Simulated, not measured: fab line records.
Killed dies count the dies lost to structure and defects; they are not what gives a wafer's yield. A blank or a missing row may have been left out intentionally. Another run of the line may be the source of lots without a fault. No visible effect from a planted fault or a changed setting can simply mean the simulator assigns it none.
A sampling plan put to the test || flow gf180mcu || one line in one fab, 19 faults in these records, each fault weighed on the records of the lots it struck
The line's own looks make up the plan; these are the steps of the route where a gauge or inspection reads the wafer and leaves it unchanged. A look can be judged if struck wafers have a number there and the file gives its usual mean and standard deviation on fault-free wafers. Caught: 4 or more of those standard deviations (sigma) separate the usual mean from the mean of the struck wafers at a look after the fault's first step. On the tool: the test repeated on the tool's own readings taken at the fault's steps. If the struck wafers alone have a blank record, or they carry another recipe, that too counts as caught.

== THE FAULTS, as the simulator had put them in ==
1. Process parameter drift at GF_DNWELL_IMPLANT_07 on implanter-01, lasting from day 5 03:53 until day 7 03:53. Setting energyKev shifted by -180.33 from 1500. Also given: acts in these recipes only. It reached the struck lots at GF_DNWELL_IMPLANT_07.
2. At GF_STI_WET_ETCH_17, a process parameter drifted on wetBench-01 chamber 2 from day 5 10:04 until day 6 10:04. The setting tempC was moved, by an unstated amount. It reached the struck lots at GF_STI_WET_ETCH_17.
3. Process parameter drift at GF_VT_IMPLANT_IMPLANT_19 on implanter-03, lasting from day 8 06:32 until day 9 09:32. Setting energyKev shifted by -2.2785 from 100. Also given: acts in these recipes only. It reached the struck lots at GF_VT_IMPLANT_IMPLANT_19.
4. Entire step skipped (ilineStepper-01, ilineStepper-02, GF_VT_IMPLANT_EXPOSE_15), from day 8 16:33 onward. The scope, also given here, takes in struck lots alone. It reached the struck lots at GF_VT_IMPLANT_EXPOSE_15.
5. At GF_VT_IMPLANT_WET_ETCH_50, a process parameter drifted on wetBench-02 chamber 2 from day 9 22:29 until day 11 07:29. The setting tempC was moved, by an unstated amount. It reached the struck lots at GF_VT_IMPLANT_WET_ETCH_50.
6. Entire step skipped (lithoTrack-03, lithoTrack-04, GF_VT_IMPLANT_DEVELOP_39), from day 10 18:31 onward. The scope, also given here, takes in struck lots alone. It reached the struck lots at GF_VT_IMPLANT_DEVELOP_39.
7. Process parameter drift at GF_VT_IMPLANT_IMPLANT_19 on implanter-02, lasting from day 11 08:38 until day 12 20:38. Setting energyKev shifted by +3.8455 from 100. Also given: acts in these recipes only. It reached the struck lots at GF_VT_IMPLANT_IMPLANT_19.
8. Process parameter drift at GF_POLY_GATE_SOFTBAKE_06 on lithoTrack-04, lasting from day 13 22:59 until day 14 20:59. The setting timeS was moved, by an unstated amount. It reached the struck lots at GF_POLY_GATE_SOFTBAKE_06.
9. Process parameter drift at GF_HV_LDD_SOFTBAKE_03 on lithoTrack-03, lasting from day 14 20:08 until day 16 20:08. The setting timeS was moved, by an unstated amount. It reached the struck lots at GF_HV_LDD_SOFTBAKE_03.
10. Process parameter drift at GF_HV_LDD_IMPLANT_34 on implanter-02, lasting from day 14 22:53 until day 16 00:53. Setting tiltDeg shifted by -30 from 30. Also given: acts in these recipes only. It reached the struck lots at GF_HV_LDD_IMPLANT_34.
11. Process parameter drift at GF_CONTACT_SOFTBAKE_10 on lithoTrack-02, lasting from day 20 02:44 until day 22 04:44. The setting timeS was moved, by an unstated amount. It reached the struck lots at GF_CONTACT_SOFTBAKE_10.
12. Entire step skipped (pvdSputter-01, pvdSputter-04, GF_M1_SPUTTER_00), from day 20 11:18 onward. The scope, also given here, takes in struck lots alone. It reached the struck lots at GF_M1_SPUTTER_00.
13. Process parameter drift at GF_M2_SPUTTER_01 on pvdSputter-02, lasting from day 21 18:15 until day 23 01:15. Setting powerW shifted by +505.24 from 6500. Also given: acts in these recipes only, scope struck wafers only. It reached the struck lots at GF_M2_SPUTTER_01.
14. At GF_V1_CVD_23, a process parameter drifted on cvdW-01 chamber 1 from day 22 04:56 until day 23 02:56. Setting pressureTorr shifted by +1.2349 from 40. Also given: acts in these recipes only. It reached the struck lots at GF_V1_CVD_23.
15. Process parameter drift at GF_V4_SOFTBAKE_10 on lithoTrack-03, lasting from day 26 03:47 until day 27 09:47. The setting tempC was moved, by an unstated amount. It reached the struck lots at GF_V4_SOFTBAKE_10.
16. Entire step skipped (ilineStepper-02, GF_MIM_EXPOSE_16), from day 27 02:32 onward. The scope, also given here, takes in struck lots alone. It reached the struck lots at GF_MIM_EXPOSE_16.
17. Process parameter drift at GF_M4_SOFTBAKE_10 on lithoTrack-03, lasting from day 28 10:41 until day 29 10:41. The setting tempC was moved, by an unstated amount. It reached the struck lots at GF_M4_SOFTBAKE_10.
18. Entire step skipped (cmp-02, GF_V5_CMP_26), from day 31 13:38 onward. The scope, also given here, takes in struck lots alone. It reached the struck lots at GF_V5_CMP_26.
19. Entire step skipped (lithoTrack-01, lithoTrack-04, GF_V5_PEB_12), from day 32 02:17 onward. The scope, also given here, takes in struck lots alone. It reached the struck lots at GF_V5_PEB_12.

== WHAT THE PLAN SAW ==
{"fault": 1, "on the tool itself": "beamEnergyKeV -99 or beyond sigma", "first look that catches it": "none of the 2 looks that can be judged after it", "reading, sigma": "-", "median hours from its first step to that look": "-", "hours from the fault's start to the first struck lot there": "-", "judged looks passed uncaught": 2}
{"fault": 2, "on the tool itself": "tempC -9.0 sigma", "first look that catches it": "none of the 2 looks that can be judged after it", "reading, sigma": "-", "median hours from its first step to that look": "-", "hours from the fault's start to the first struck lot there": "-", "judged looks passed uncaught": 2}
{"fault": 3, "on the tool itself": "beamEnergyKeV -72 sigma", "first look that catches it": "no look after it can be judged", "reading, sigma": "-", "median hours from its first step to that look": "-", "hours from the fault's start to the first struck lot there": "-", "judged looks passed uncaught": 0}
{"fault": 4, "on the tool itself": "no reading that can be judged", "first look that catches it": "no look after it can be judged", "reading, sigma": "-", "median hours from its first step to that look": "-", "hours from the fault's start to the first struck lot there": "-", "judged looks passed uncaught": 0}
{"fault": 5, "on the tool itself": "tempC +10 sigma", "first look that catches it": "not the one look that can be judged after it", "reading, sigma": "-", "median hours from its first step to that look": "-", "hours from the fault's start to the first struck lot there": "-", "judged looks passed uncaught": 1}
{"fault": 6, "on the tool itself": "the tool's record is blank for the struck wafers", "first look that catches it": "no look after it can be judged", "reading, sigma": "-", "median hours from its first step to that look": "-", "hours from the fault's start to the first struck lot there": "-", "judged looks passed uncaught": 0}
{"fault": 7, "on the tool itself": "beamEnergyKeV +99 or beyond sigma", "first look that catches it": "none of the 2 looks that can be judged after it", "reading, sigma": "-", "median hours from its first step to that look": "-", "hours from the fault's start to the first struck lot there": "-", "judged looks passed uncaught": 2}
{"fault": 8, "on the tool itself": "heaterPowerTotalW +25 sigma", "first look that catches it": "none of the 2 looks that can be judged after it", "reading, sigma": "-", "median hours from its first step to that look": "-", "hours from the fault's start to the first struck lot there": "-", "judged looks passed uncaught": 2}
{"fault": 9, "on the tool itself": "runLengthS +99 or beyond sigma", "first look that catches it": "not the one look that can be judged after it", "reading, sigma": "-", "median hours from its first step to that look": "-", "hours from the fault's start to the first struck lot there": "-", "judged looks passed uncaught": 1}
{"fault": 10, "on the tool itself": "tiltDeg -99 or beyond sigma", "first look that catches it": "GF_HV_LDD_RS_MEAS_53", "reading, sigma": "HV_LDD_RS -40", "median hours from its first step to that look": 22.8, "hours from the fault's start to the first struck lot there": 29, "judged looks passed uncaught": 0}
{"fault": 11, "on the tool itself": "heaterPowerTotalW +43 sigma", "first look that catches it": "no look after it can be judged", "reading, sigma": "-", "median hours from its first step to that look": "-", "hours from the fault's start to the first struck lot there": "-", "judged looks passed uncaught": 0}
{"fault": 12, "on the tool itself": "the tool's record is blank for the struck wafers", "first look that catches it": "no look after it can be judged", "reading, sigma": "-", "median hours from its first step to that look": "-", "hours from the fault's start to the first struck lot there": "-", "judged looks passed uncaught": 0}
{"fault": 13, "on the tool itself": "cathodeDcPowerW +99 or beyond sigma", "first look that catches it": "no look after it can be judged", "reading, sigma": "-", "median hours from its first step to that look": "-", "hours from the fault's start to the first struck lot there": "-", "judged looks passed uncaught": 0}
{"fault": 14, "on the tool itself": "chamberPressureTorr +9.3 sigma", "first look that catches it": "not the one look that can be judged after it", "reading, sigma": "-", "median hours from its first step to that look": "-", "hours from the fault's start to the first struck lot there": "-", "judged looks passed uncaught": 1}
{"fault": 15, "on the tool itself": "heaterPowerTotalW +14 sigma", "first look that catches it": "no look after it can be judged", "reading, sigma": "-", "median hours from its first step to that look": "-", "hours from the fault's start to the first struck lot there": "-", "judged looks passed uncaught": 0}
{"fault": 16, "on the tool itself": "no reading that can be judged", "first look that catches it": "no look after it can be judged", "reading, sigma": "-", "median hours from its first step to that look": "-", "hours from the fault's start to the first struck lot there": "-", "judged looks passed uncaught": 0}
{"fault": 17, "on the tool itself": "heaterPowerTotalW -66 sigma", "first look that catches it": "GF_M4_CD_MEAS_14", "reading, sigma": "cdNm +10", "median hours from its first step to that look": 9.3, "hours from the fault's start to the first struck lot there": 13, "judged looks passed uncaught": 0}
{"fault": 18, "on the tool itself": "the tool's record is blank for the struck wafers", "first look that catches it": "no look after it can be judged", "reading, sigma": "-", "median hours from its first step to that look": "-", "hours from the fault's start to the first struck lot there": "-", "judged looks passed uncaught": 0}
{"fault": 19, "on the tool itself": "the tool's record is blank for the struck wafers", "first look that catches it": "no look after it can be judged", "reading, sigma": "-", "median hours from its first step to that look": "-", "hours from the fault's start to the first struck lot there": "-", "judged looks passed uncaught": 0}
A dash: the fault is not caught, or the number is missing from these records.

Caught at a look: 2 of 19. Caught on the tool: 17 of 19. By one or the other: 17 of 19.
Caught on the tool alone: faults 1, 2, 3, 5, 6, 7, 8, 9, 11, 12, 13, 14, 15, 18, 19.
Caught by neither: faults 4, 16.

== THINNER SAMPLING ==
Were the look that catches a fault to measure just every second or every third lot (counted by lot number), the first struck lot would, at worst, be measured this late:
{"fault": 10, "struck lots at that look, in order of time": "L623, L624", "every lot": "29 h", "every second lot": "34 h", "every third lot": "may miss all 2"}
{"fault": 17, "struck lots at that look, in order of time": "L136, L138", "every lot": "13 h", "every second lot": "may miss all 2", "every third lot": "may miss all 2"}
Hours: fault start to first struck lot measured. Since the struck wafers were tested as one group against 4 sigma, a single lot by itself may lie under the limit. Other struck lots may not be in these records.

== THE LONGEST TIMED WAY FROM STEP TO LOOK ==
Fault 10: a median of 22.8 hours passes between GF_HV_LDD_IMPLANT_34 and GF_HV_LDD_RS_MEAS_53. No look between them can be judged.
